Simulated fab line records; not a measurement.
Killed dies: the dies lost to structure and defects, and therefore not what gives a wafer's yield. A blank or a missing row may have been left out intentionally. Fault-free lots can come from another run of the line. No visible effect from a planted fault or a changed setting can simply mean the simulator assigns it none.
The tool behind it: which one? || flow gf180mcu || 6 lots with 18 wafers sampled at 2 steps, on a route of 602 steps

WHAT THE GAUGES SHOWED, per wafer
GF_SAB_CD_MEAS_09: target cd 420 nm.
{"lot": "L411", "measured": "day 15 07:51", "on": "cd-sem-02", "cd-nm (nm)": "418.1 416.8 416.5"}
{"lot": "L415", "measured": "day 17 00:28", "on": "cd-sem-01", "cd-nm (nm)": "421.6 421.6 420.7"}
{"lot": "L419", "measured": "day 18 11:44", "on": "cd-sem-01", "cd-nm (nm)": "465.9 466.3 465.1 465.7 466.6 465.2"}
{"lot": "L423", "measured": "day 19 23:57", "on": "cd-sem-02", "cd-nm (nm)": "420.2 419.6 418.2"}
{"lot": "L426", "measured": "day 21 01:26", "on": "cd-sem-01", "cd-nm (nm)": "420.2 421.5 421.4"}
{"lot": "L432", "measured": "day 22 20:49", "on": "cd-sem-01", "cd-nm (nm)": "422.2 421.4 419.8"}

EACH LOT AND THE TOOL THAT RAN IT (in order: tool; ch and the chambers of the sampled wafers; start)
{"lot": "L411", "GF_SAB_EXPOSE_06": "iline-stepper-02 ch 0, day 14 21:47"}
{"lot": "L415", "GF_SAB_EXPOSE_06": "iline-stepper-01 ch 0, day 16 13:28"}
{"lot": "L419", "GF_SAB_EXPOSE_06": "iline-stepper-01 ch 0, day 17 23:55"}
{"lot": "L423", "GF_SAB_EXPOSE_06": "iline-stepper-02 ch 0, day 19 11:55"}
{"lot": "L426", "GF_SAB_EXPOSE_06": "iline-stepper-02 ch 0, day 20 13:11"}
{"lot": "L432", "GF_SAB_EXPOSE_06": "iline-stepper-02 ch 0, day 22 09:38"}
- GF_SAB_EXPOSE_06: exposes mask SAB, target cd 420 nm.

THE ANSWER, worked out from the rows above alone
Rule: what is usual is taken from the lots themselves. The widest of any qualifying gaps counts: lots, ordered by their means at a reading, are off when they make up no more than a third of the lots, leave a main group of 4 or more, and stand apart from it by 3 or more times the standard deviation of that group's means. A main group is skipped when, at the precision printed for the reading in the tables above, its means are all equal. A lot without any number at a reading at which 4 lots or more have one is off too. The other lots that the step has rows for count as sound.
Off: L419, at GF_SAB_CD_MEAS_09 (cd-nm). The main group: mean 420.0 nm, standard deviation 1.6.
If a tool, at a process step before that reading, ran all the lots that are off and no sound lot after the first of them, it fits. The gauges at GF_SAB_CD_MEAS_09 are tried like those tools. One candidate fits, namely iline-stepper-01 at GF_SAB_EXPOSE_06. A fault onset in the window from L415 (day 16 13:28, its last sound lot) to L419 (day 17 23:55, its first lot off) fits.

WHAT THE SIMULATOR HAD PUT IN
Process parameters drifting: iline-stepper-01 at GF_SAB_EXPOSE_06, beginning at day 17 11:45. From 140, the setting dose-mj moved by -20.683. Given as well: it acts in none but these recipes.
Lots struck among those shown: L419. The rule given above showed the same thing.
